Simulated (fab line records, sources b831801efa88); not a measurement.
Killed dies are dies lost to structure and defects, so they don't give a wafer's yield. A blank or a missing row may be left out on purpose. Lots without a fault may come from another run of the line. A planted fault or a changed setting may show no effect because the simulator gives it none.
fab line records | flow sky130
record lots=14 wafers=42 last_day=50
route steps=708 shown VIA4@650 METAL5@665 PASSIVATION@693 PAD_OPEN@702
lots that met no fault: from a run of the same line without faults
start_h: hours from the record's first day to the start of the lot's first wafer shown | wait_h: hours since the lot's step before | " the same as in the row above | L1.1+2: a row that stands for several wafers | - no value, or no start given | * or withheld: withheld | < > ~ a bound
route shown NAME@n: a module of which the file shows steps, and the number in the route of the first | usual: mean/standard deviation of fault-free wafers | same: alike in all rows | chamber/n: place in a boat | sites: the reading at each site | _std_site: their standard deviation | _edge_site: outer sites' mean less inner sites' | radius_mm: how far each site lies from the wafer's centre | mask NAME#n: copy n | behind: the tool/chamber that last shaped the wafer | hold: why the lot was held/for how many hours/how that ended | device: the transistor (n, p or np) that didn't switch | end of line: the same wafers' tests at the end of the route | a step without rows: its recipe alone | killed: dies lost to structure and defects at the first sort, not the wafer's yield | map: a wafer's dies, x killed, . not, _ none there
set.NAME: the setting as run; set.NAME@STEP: as run at that earlier step | model.NAME: the simulator's own value behind a step, which no gauge read
steps of the route over a sample of lots; a table a step, a row a wafer
services: from which hour (start_h, from the record's first day; less than 0 if before it) a tool's chamber was out of use, for how many hours, and why
## steps
# step SKY_VIA4_OVL_MEAS_11
# usual VIA4_OVL=0.0/1.7
# columns lot.wafer tool chamber start_h wait_h VIA4_OVL[nm]
L875.2 overlay-01 - 1006.09 0.1 -1.9
L875.4 " - " " -1.4
L875.6 " - " " -0.8
L877.2 overlay-01 - 1015.95 0.1 0.6
L877.3 " - " " -1.6
L877.5 " - " " 0.5
L878.1 overlay-02 - 1021.53 0.1 2.1
L878.3 " - " " 2.5
L878.5 " - " " 1.2
L879.1 overlay-02 - 1030.85 0.1 -0.9
L879.4 " - " " 0.1
L879.6 " - " " 0.5
L880.2 overlay-02 - 1035.15 0.1 -1.7
L880.3 " - " " -2.0
L880.6 " - " " -1.6
L882.3 overlay-01 - 1052.11 0.1 0.6
L882.5 " - " " 0.1
L882.6 " - " " 0.1
L883.1 overlay-01 - 1058.73 0.1 3.3
L883.2 " - " " 0.8
L883.4 " - " " 0.7
L884.2 overlay-02 - 1065.48 0.1 -1.8
L884.4 " - " " -1.0
L884.5 " - " " -2.5
L885.3 overlay-02 - 1070.31 0.1 -2.1
L885.4 " - " " -1.6
L885.5 " - " " -0.7
L891.2 overlay-01 - 1110.09 0.1 0.7
L891.3 " - " " 1.3
L891.4 " - " " 3.2
L892.1 overlay-01 - 1111.90 0.1 4.3
L892.2 " - " " 4.1
L892.6 " - " " 1.8
L896.3 overlay-02 - 1138.89 0.1 1.2
L896.4 " - " " 1.4
L896.5 " - " " 1.7
L897.1 overlay-01 - 1140.18 0.1 -0.7
L897.4 " - " " -2.2
L897.6 " - " " 0.1
L898.2 overlay-02 - 1146.23 0.1 -1.7
L898.5 " - " " -3.3
L898.6 " - " " -2.6
# step SKY_METAL5_SPUTTER_04
# recipe material=TiN target_thk_nm=70 power_w=6500 time_s=58.3 chamber_pressure_pa=0.4
# usual throttle_valve_pct=30.0/0.92
# columns lot.wafer tool chamber start_h wait_h throttle_valve_pct
L875.2 pvd_sputter-04 - 1007.59 0.0 29.2
L875.4 " - " " 30.7
L875.6 " - " " 29.0
L877.2 pvd_sputter-04 - 1017.46 0.0 29.8
L877.3 " - " " 30.6
L877.5 " - " " 31.1
L878.1 pvd_sputter-04 - 1023.05 0.0 30.7
L878.3 " - " " 30.7
L878.5 " - " " 30.5
L879.1 pvd_sputter-03 - 1032.38 0.0 29.3
L879.4 " - " " 30.4
L879.6 " - " " 30.8
L880.2 pvd_sputter-01 - 1036.92 0.0 31.1
L880.3 " - " " 29.9
L880.6 " - " " 29.6
L882.3 pvd_sputter-04 - 1053.67 0.0 30.7
L882.5 " - " " 29.1
L882.6 " - " " 30.1
L883.1 pvd_sputter-03 - 1060.24 0.0 30.8
L883.2 " - " " 30.3
L883.4 " - " " 29.3
L884.2 pvd_sputter-03 - 1066.99 0.0 29.5
L884.4 " - " " 30.5
L884.5 " - " " 31.4
L885.3 pvd_sputter-03 - 1071.88 0.0 29.3
L885.4 " - " " 28.9
L885.5 " - " " 30.5
L891.2 pvd_sputter-03 - 1111.75 0.0 29.2
L891.3 " - " " 30.4
L891.4 " - " " 31.1
L892.1 pvd_sputter-01 - 1113.48 0.0 29.5
L892.2 " - " " 29.1
L892.6 " - " " 27.8
L896.3 pvd_sputter-04 - 1140.39 0.0 29.7
L896.4 " - " " 29.3
L896.5 " - " " 30.0
L897.1 pvd_sputter-01 - 1141.69 0.0 30.7
L897.4 " - " " 27.9
L897.6 " - " " 27.9
L898.2 pvd_sputter-01 - 1147.91 0.0 28.1
L898.5 " - " " 29.2
L898.6 " - " " 29.8
# step SKY_METAL5_DESCUM_14
# recipe chemistry=O2 source_power_w=150 bias_power_w=0 pressure_mtorr=10 temp_c=40 time_s=11
# usual drypump_motor_current_A=5.7/0.33 oes_product_au=1.001/0.0078
# columns lot.wafer tool chamber start_h wait_h drypump_motor_current_A oes_product_au rf_hours_counter_h
L875.2 rie_metal-01 1 1030.03 0.1 5.8 0.995 15
L875.4 " 0 " " 5.6 0.988 -
L875.6 " 1 " " 5.8 0.999 -
L877.2 rie_metal-01 0 1039.93 0.1 5.7 0.989 10
L877.3 " 0 " " 5.6 1.003 -
L877.5 " 1 " " 5.8 0.987 -
L878.1 rie_metal-04 0 1044.98 0.1 6.0 1.003 16
L878.3 " 1 " " 5.8 1.010 -
L878.5 " 0 " " 6.0 1.010 -
L879.1 rie_metal-02 1 1054.35 0.1 5.7 1.000 2
L879.4 " 0 " " 4.8 1.000 -
L879.6 " 0 " " 4.8 1.009 -
L880.2 rie_metal-04 1 1058.98 0.1 5.8 1.003 7
L880.3 " 1 " " 5.8 0.994 -
L880.6 " 1 " " 5.8 0.996 -
L882.3 rie_metal-04 0 1074.90 0.1 5.9 1.010 -
L882.5 " 1 " " 5.8 1.014 -
L882.6 " 0 " " 5.9 1.013 -
L883.1 rie_metal-01 1 1081.05 0.1 5.8 0.994 18
L883.2 " 0 " " 5.7 1.006 13
L883.4 " 1 " " 5.8 0.996 -
L884.2 rie_metal-04 0 1087.84 0.1 5.9 0.993 19
L884.4 " 1 " " 5.8 0.997 -
L884.5 " 1 " " 5.8 1.000 -
L885.3 rie_metal-02 1 1092.92 0.1 5.7 1.006 -
L885.4 " 1 " " 5.7 1.013 -
L885.5 " 1 " " 5.7 0.998 -
L891.2 rie_metal-01 0 1130.63 0.1 5.6 0.991 17
L891.3 " 1 " " 5.8 0.989 -
L891.4 " 0 " " 5.6 0.992 -
L892.1 rie_metal-01 1 1133.10 0.1 5.8 0.991 22
L892.2 " 0 " " 5.6 0.998 17
L892.6 " 1 " " 5.8 0.989 -
L896.3 rie_metal-02 0 1158.56 0.1 4.8 0.993 -
L896.4 " 1 " " 5.7 1.009 -
L896.5 " 0 " " 4.7 0.998 -
L897.1 rie_metal-01 1 1159.53 0.1 5.8 1.006 25
L897.4 " 0 " " 5.7 1.004 -
L897.6 " 0 " " 5.7 0.994 -
L898.2 rie_metal-01 1 1165.58 0.1 5.9 0.994 26
L898.5 " 0 " " 5.6 0.995 -
L898.6 " 1 " " 5.8 0.988 -
# step SKY_PASSIVATION_STRIP_12
# recipe chemistry=O2/N2 power_w=1400 pressure_mtorr=1500 platen_temp_c=withheld overash_fraction=0.7 o2_flow_sccm=3000 n2_flow_sccm=300
# usual chamber_pressure_mTorr=1500.0/1.4 drypump_motor_current_A=5.7/0.43 n2_flow_sccm=299.9/1 oes_product_au=0.660/0.0045 strip_time_to_endpoint_s=31.53/0.13
# columns lot.wafer tool chamber start_h wait_h chamber_pressure_mTorr drypump_motor_current_A n2_flow_sccm oes_product_au rf_hours_counter_h strip_time_to_endpoint_s
L875.2 plasma_asher-01 1 1053.64 0.1 1499.5 5.9 300.2 0.658 63 31.55
L875.4 " 1 " " 1501.7 5.9 299.6 0.658 - 31.60
L875.6 " 0 " " 1500.5 5.1 301.5 0.659 - 31.52
L877.2 plasma_asher-01 0 1063.39 0.1 1498.4 5.0 300.5 0.658 64 31.67
L877.3 " 1 " " 1500.3 5.8 299.8 0.650 - 31.58
L877.5 " 1 " " 1499.1 5.9 300.1 0.654 - 31.66
L878.1 plasma_asher-02 0 1068.38 0.1 1499.7 6.1 299.3 0.666 34 31.36
L878.3 " 1 " " 1500.1 5.7 299.7 0.659 - 31.24
L878.5 " 1 " " 1501.1 5.7 300.4 0.662 - 31.37
L879.1 plasma_asher-04 1 1076.04 0.1 1500.8 6.1 300.4 0.665 1 31.52
L879.4 " 1 " " 1498.8 6.1 298.6 0.660 - 31.37
L879.6 " 0 " " 1501.1 6.2 297.0 0.663 - 31.34
L880.2 plasma_asher-01 0 1080.69 0.1 1498.7 5.0 299.2 0.665 65 31.43
L880.3 " 1 " " 1498.4 5.9 301.0 0.651 - 31.36
L880.6 " 1 " " 1499.3 5.9 298.8 0.660 - 31.34
L882.3 plasma_asher-01 1 1096.67 0.1 1499.4 5.9 299.5 0.666 - 31.49
L882.5 " 0 " " 1499.7 5.0 300.0 0.655 - 31.34
L882.6 " 1 " " 1500.7 5.9 300.7 0.661 - 31.50
L883.1 plasma_asher-01 0 1102.99 0.1 1498.2 5.0 300.3 0.657 68 31.63
L883.2 " 1 " " 1500.4 5.9 298.3 0.658 68 31.61
L883.4 " 1 " " 1500.3 5.9 299.5 0.659 - 31.65
L884.2 plasma_asher-01 1 1109.54 0.1 1498.5 5.9 300.5 0.668 68 31.27
L884.4 " 1 " " 1499.6 5.9 301.7 0.659 - 31.32
L884.5 " 1 " " 1498.3 5.9 300.9 0.662 - 31.30
L885.3 plasma_asher-04 0 1114.47 0.1 1500.9 6.2 301.9 0.663 - 31.60
L885.4 " 1 " " 1500.2 6.1 300.3 0.662 - 31.69
L885.5 " 1 " " 1500.7 6.1 300.9 0.666 - 31.52
L891.2 plasma_asher-02 0 1150.38 0.1 - - - - - -
L891.3 " 1 " " - - - - - -
L891.4 " 0 " " - - - - - -
L892.1 plasma_asher-01 0 1152.29 0.1 - - - - - -
L892.2 " 1 " " - - - - - -
L892.6 " 0 " " - - - - - -
L896.3 plasma_asher-02 0 1176.82 0.1 1498.3 6.1 300.7 0.661 - 31.40
L896.4 " 1 " " 1500.6 5.7 301.1 0.658 - 31.30
L896.5 " 1 " " 1501.2 5.7 299.4 0.664 - 31.40
L897.1 plasma_asher-01 0 1178.14 0.1 1500.8 5.0 299.6 0.657 76 31.48
L897.4 " 0 " " 1503.5 5.1 300.3 0.652 - 31.73
L897.6 " 0 " " 1499.3 5.1 298.6 0.661 - 31.53
L898.2 plasma_asher-02 1 1183.09 0.1 1500.8 5.7 299.0 0.657 46 31.50
L898.5 " 1 " " 1499.6 5.7 300.7 0.663 - 31.63
L898.6 " 0 " " 1500.6 6.1 299.3 0.660 - 31.60
# step SKY_PAD_OPEN_STRIP_08
# recipe chemistry=O2/N2 power_w=1400 pressure_mtorr=1500 platen_temp_c=withheld overash_fraction=0.7 o2_flow_sccm=3000 n2_flow_sccm=300
# usual chamber_pressure_mTorr=1499.6/1.4 drypump_motor_current_A=5.94/0.24 n2_flow_sccm=300.2/0.85 oes_product_au=0.663/0.0044 strip_time_to_endpoint_s=37.09/0.1
# columns lot.wafer tool chamber start_h wait_h chamber_pressure_mTorr drypump_motor_current_A n2_flow_sccm oes_product_au rf_hours_counter_h strip_time_to_endpoint_s
L875.2 plasma_asher-04 0 1074.99 0.1 1497.8 6.18 300.4 0.668 1 37.00
L875.4 " 1 " " 1501.7 6.09 300.3 0.661 - 36.93
L875.6 " 1 " " 1499.1 6.09 301.1 0.659 - 37.00
L877.2 plasma_asher-04 0 1084.54 0.1 1500.2 6.20 300.4 0.655 2 36.88
L877.3 " 0 " " 1499.1 6.22 300.2 0.662 - 36.89
L877.5 " 0 " " 1499.9 6.21 299.9 0.668 - 36.91
L878.1 plasma_asher-02 1 1089.34 0.1 1498.2 5.77 301.1 0.670 36 37.03
L878.3 " 0 " " 1499.4 6.07 299.8 0.659 - 36.96
L878.5 " 0 " " 1498.4 6.06 300.1 0.653 - 37.07
L879.1 plasma_asher-02 0 1096.79 0.1 1497.3 6.09 299.2 0.668 37 37.23
L879.4 " 0 " " 1499.0 6.09 301.1 0.660 - 37.22
L879.6 " 1 " " 1501.7 5.72 300.5 0.662 - 37.11
L880.2 plasma_asher-03 0 1101.09 0.1 1501.8 5.56 300.0 0.661 98 37.08
L880.3 " 0 " " 1499.5 5.56 299.9 0.660 - 37.19
L880.6 " 0 " " 1497.3 5.52 299.7 0.667 - 37.07
L882.3 plasma_asher-04 0 1115.97 0.1 1498.9 6.21 301.1 0.663 - 37.08
L882.5 " 1 " " 1500.3 6.08 299.7 0.664 - 37.17
L882.6 " 0 " " 1498.3 6.24 300.9 0.667 - 37.11
L883.1 plasma_asher-02 1 1122.49 0.1 1500.4 5.69 300.0 0.666 39 37.04
L883.2 " 0 " " 1500.4 6.04 300.7 0.666 39 37.06
L883.4 " 0 " " 1499.7 6.07 300.5 0.672 - 37.09
L884.2 plasma_asher-02 1 1128.80 0.1 1501.4 5.71 299.6 0.658 40 36.98
L884.4 " 0 " " 1500.5 6.07 300.1 0.667 - 37.01
L884.5 " 0 " " 1499.5 6.08 299.8 0.666 - 37.13
L885.3 plasma_asher-04 0 1134.29 0.1 1499.4 6.20 300.4 0.662 - 37.06
L885.4 " 1 " " 1500.3 6.08 301.1 0.662 - 37.27
L885.5 " 0 " " 1498.6 6.20 301.5 0.665 - 37.17
L891.2 plasma_asher-04 0 1167.20 0.1 1499.0 6.22 298.6 0.702 10 74.54
L891.3 " 1 " " 1498.7 6.07 299.3 0.696 - 74.36
L891.4 " 0 " " 1499.2 6.23 298.8 0.699 - 74.22
L892.1 plasma_asher-02 0 1170.14 0.1 1500.4 6.05 301.5 0.691 44 74.30
L892.2 " 1 " " 1502.5 5.64 301.2 0.689 44 74.42
L892.6 " 0 " " 1497.0 6.07 300.5 0.691 - 74.31
L896.3 plasma_asher-02 1 1192.33 0.1 1499.9 5.69 300.3 0.657 - 37.05
L896.4 " 0 " " 1500.1 6.06 299.5 0.666 - 37.11
L896.5 " 1 " " 1499.1 5.72 300.9 0.665 - 37.04
L897.1 plasma_asher-03 0 1193.65 0.1 1502.3 5.52 301.3 0.669 104 37.11
L897.4 " 1 " " 1501.9 5.62 299.3 0.658 - 37.04
L897.6 " 0 " " 1502.5 5.54 301.0 0.671 - 37.08
L898.2 plasma_asher-02 1 1198.35 0.1 1501.3 5.67 300.0 0.663 47 37.07
L898.5 " 0 " " 1498.4 6.09 300.7 0.663 - 37.06
L898.6 " 1 " " 1499.6 5.69 300.7 0.668 - 37.00
## services
# columns tool chamber start_h hours kind
rie_metal-02 1 985.47 3.7 repair
rie_metal-04 - 1010.11 2.8 pm
pvd_sputter-04 - 1011.24 4.4 repair
plasma_asher-04 - 1013.99 21.8 repair
rie_metal-01 - 1016.30 2.8 pm
pvd_sputter-04 - 1016.66 0.5 repair
rie_metal-04 - 1020.34 15.6 pm
pvd_sputter-03 - 1032.92 2.4 repair
pvd_sputter-03 - 1033.82 6.5 repair
plasma_asher-04 - 1055.25 9.0 pm
plasma_asher-04 0 1055.25 9.0 vent_cycle
plasma_asher-04 1 1055.25 9.0 vent_cycle
pvd_sputter-01 - 1056.92 4.1 repair
plasma_asher-04 0 1064.25 - clean
rie_metal-02 0 1091.66 8.4 repair
plasma_asher-02 - 1102.10 2.7 repair
pvd_sputter-04 - 1103.35 14.7 repair
plasma_asher-03 - 1104.98 28.1 pm
pvd_sputter-01 - 1109.91 2.4 repair
pvd_sputter-03 - 1117.58 3.7 repair
rie_metal-04 - 1144.80 14.6 pm
rie_metal-04 - 1159.40 10.0 pm
rie_metal-02 - 1165.30 2.8 pm
plasma_asher-01 - 1171.87 1.7 repair
## key
first_sign step=SKY_PASSIVATION_STRIP_12 reading=tool_record direction=missing
effect step=SKY_PAD_OPEN_STRIP_08 reading=strip_time_to_endpoint_s direction=up sigmas=99+ usual=* struck=*
met_at SKY_PASSIVATION_STRIP_12
struck_lots L891,L892
sort_left_out L891.2,L891.3,L891.4,L892.1,L892.2,L892.6
not_acting_at SKY_VIA4_OVL_MEAS_11,SKY_METAL5_SPUTTER_04,SKY_METAL5_DESCUM_14
onset_between 1109.54 1150.38
fault kind=skipped_step_whole tool=plasma_asher-01,plasma_asher-02 chamber=- onset_h=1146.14 steps=SKY_PASSIVATION_STRIP_12 scope=struck_lots_only
# sort_left_out: the simulated sort isn't trusted on such a fault, so these wafers' sort isn't shown, and their yield isn't known
